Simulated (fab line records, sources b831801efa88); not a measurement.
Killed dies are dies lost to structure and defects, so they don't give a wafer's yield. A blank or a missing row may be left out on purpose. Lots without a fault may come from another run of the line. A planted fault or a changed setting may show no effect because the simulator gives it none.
Which tool did it? | flow sfq_line | 14 lots, 42 wafers sampled, at 3 steps of a route of 325

WHAT THE GAUGES READ, wafer by wafer
The record holds no reading of a measuring or inspecting step that can be judged against a usual standard deviation.

WHICH TOOL RAN EACH LOT (tool, then ch and the chambers of the sampled wafers, then the start)
lot  | SFQ_TRILAYER_I0_CMP_CMP_028   | SFQ_TRILAYER_I0_METRO_MEASURE_029 | SFQ_TRILAYER_I0_VIA_ETCH_VIA_ETCH_034
L881 | cmp-01 ch 0,3, day 12 03:35   | film_metro-01, day 12 07:18       | rie_diel-02 ch 0,1,2, day 13 15:40
L882 | cmp-02 ch 0,2,3, day 12 09:52 | film_metro-01, day 12 12:29       | rie_diel-04 ch 0,1, day 13 16:52
L883 | cmp-01 ch 0,1,3, day 13 05:09 | film_metro-01, day 13 07:46       | rie_diel-04 ch 0,2, day 13 21:40
L885 | cmp-01 ch 0,1,2, day 13 22:39 | film_metro-02, day 14 01:46       | rie_diel-01 ch 0,2, day 14 20:43
L886 | cmp-02 ch 0,2, day 14 00:22   | film_metro-04, day 14 03:41       | rie_diel-02 ch 1,3, day 14 23:07
L888 | cmp-02 ch 1,2,3, day 15 00:53 | film_metro-02, day 15 04:01       | rie_diel-02 ch 0,1,3, day 15 07:50
L889 | cmp-02 ch 1,2,3, day 15 11:29 | film_metro-04, day 15 13:48       | rie_diel-04 ch 0,1,2, day 15 17:07
L890 | cmp-02 ch 1,2, day 15 15:17   | film_metro-02, day 15 19:01       | rie_diel-01 ch 0,1,3, day 15 21:56
L891 | cmp-01 ch 2,3, day 16 01:34   | film_metro-04, day 16 04:23       | rie_diel-02 ch 0,2, day 16 07:50
L895 | cmp-02 ch 0,2,3, day 17 11:58 | film_metro-02, day 17 15:17       | rie_diel-04 ch 0,1, day 17 19:29
L896 | cmp-02 ch 0,3, day 17 20:52   | film_metro-04, day 17 23:29       | rie_diel-02 ch 1,3, day 18 03:01
L898 | cmp-01 ch 0,1,3, day 18 10:24 | film_metro-04, day 18 12:31       | rie_diel-04 ch 0,1,2, day 18 16:03
L903 | cmp-02 ch 2,3, day 20 16:19   | film_metro-02, day 20 18:56       | rie_diel-02 ch 0,3, day 27 04:38
L904 | cmp-01 ch 1,3, day 21 12:15   | film_metro-04, day 21 15:22       | rie_diel-04 ch 2,3, day 28 02:14
- SFQ_TRILAYER_I0_CMP_CMP_028: polishes SiO2.
- SFQ_TRILAYER_I0_METRO_MEASURE_029
- SFQ_TRILAYER_I0_VIA_ETCH_VIA_ETCH_034: etches SiO2 in CHF3, stops on Nb, target depth 260 nm.

WHAT THE TOOLS THEMSELVES READ (means of the sampled wafers that have a number; where no wafer has one, the mark that the record gives instead)
SFQ_TRILAYER_I0_CMP_CMP_028.
lot  | tool   | motor_current_A (A) | time_to_endpoint_s (s)
L881 | cmp-01 | 9.7                 | 221
L882 | cmp-02 | 10.7                | 211
L883 | cmp-01 | 10.0                | 217
L885 | cmp-01 | 10.6                | 203
L886 | cmp-02 | 10.3                | 208
L888 | cmp-02 | 10.2                | 207
L889 | cmp-02 | 10.3                | 210
L890 | cmp-02 | 9.4                 | 201
L891 | cmp-01 | 10.7                | 217
L895 | cmp-02 | 10.4                | 200
L896 | cmp-02 | 10.7                | 195
L898 | cmp-01 | 9.8                 | 207
L903 | cmp-02 | 10.4                | 212
L904 | cmp-01 | 9.7                 | 202

SFQ_TRILAYER_I0_METRO_MEASURE_029.
lot  | tool          | thk_nm (nm)
L881 | film_metro-01 | 200.0
L882 | film_metro-01 | 198.3
L883 | film_metro-01 | 198.9
L885 | film_metro-02 | 198.5
L886 | film_metro-04 | 200.1
L888 | film_metro-02 | 199.6
L889 | film_metro-04 | 199.3
L890 | film_metro-02 | 198.1
L891 | film_metro-04 | 199.1
L895 | film_metro-02 | 203.9
L896 | film_metro-04 | 208.7
L898 | film_metro-04 | 200.0
L903 | film_metro-02 | 199.2
L904 | film_metro-04 | 198.9

SFQ_TRILAYER_I0_VIA_ETCH_VIA_ETCH_034.
lot  | tool        | drypump_motor_current_A (A) | oes_product_au (a.u.)
L881 | rie_diel-02 | 5.7                         | 0.856
L882 | rie_diel-04 | 5.6                         | 0.857
L883 | rie_diel-04 | 5.7                         | 0.850
L885 | rie_diel-01 | 5.8                         | 0.849
L886 | rie_diel-02 | 5.6                         | 0.852
L888 | rie_diel-02 | 5.8                         | 0.854
L889 | rie_diel-04 | 5.5                         | 0.850
L890 | rie_diel-01 | 5.6                         | 0.850
L891 | rie_diel-02 | 5.9                         | 0.852
L895 | rie_diel-04 | 5.6                         | 0.861
L896 | rie_diel-02 | 5.9                         | 0.875
L898 | rie_diel-04 | 5.5                         | 0.857
L903 | rie_diel-02 | 6.0                         | 0.852
L904 | rie_diel-04 | 5.5                         | 0.852

THE ANSWER, worked out from the rows above alone
Rule: what is usual is taken from the lots themselves. Put in order of their means at a reading, lots are off if they are a third of the lots or fewer, leave a main group of 4 or more, and stand apart from it by a gap of 3 or more times the standard deviation of the main group's means; of several such gaps the widest counts. A main group whose means are all the same, to the digits that the tables above print for the reading, isn't used. A lot without any number at a reading at which 4 lots or more have one is off too. The other lots that the step has rows for count as sound. The gauges are gone through in route order, then the tools' own readings, and for those a lot's mean is taken as printed above. The first step at which some lot is off is used, and at that step the reading that is off furthest; a lot without a number counts as furthest.
Off: L895, L896, at SFQ_TRILAYER_I0_METRO_MEASURE_029 (thk_nm). The main group: mean 199.2 nm, standard deviation 0.64.
A tool fits if, at that step or a process step before it, it ran every lot that is off, and no sound lot after the first of them. None of those tried fits.

WHAT THE SIMULATOR HAD PUT IN
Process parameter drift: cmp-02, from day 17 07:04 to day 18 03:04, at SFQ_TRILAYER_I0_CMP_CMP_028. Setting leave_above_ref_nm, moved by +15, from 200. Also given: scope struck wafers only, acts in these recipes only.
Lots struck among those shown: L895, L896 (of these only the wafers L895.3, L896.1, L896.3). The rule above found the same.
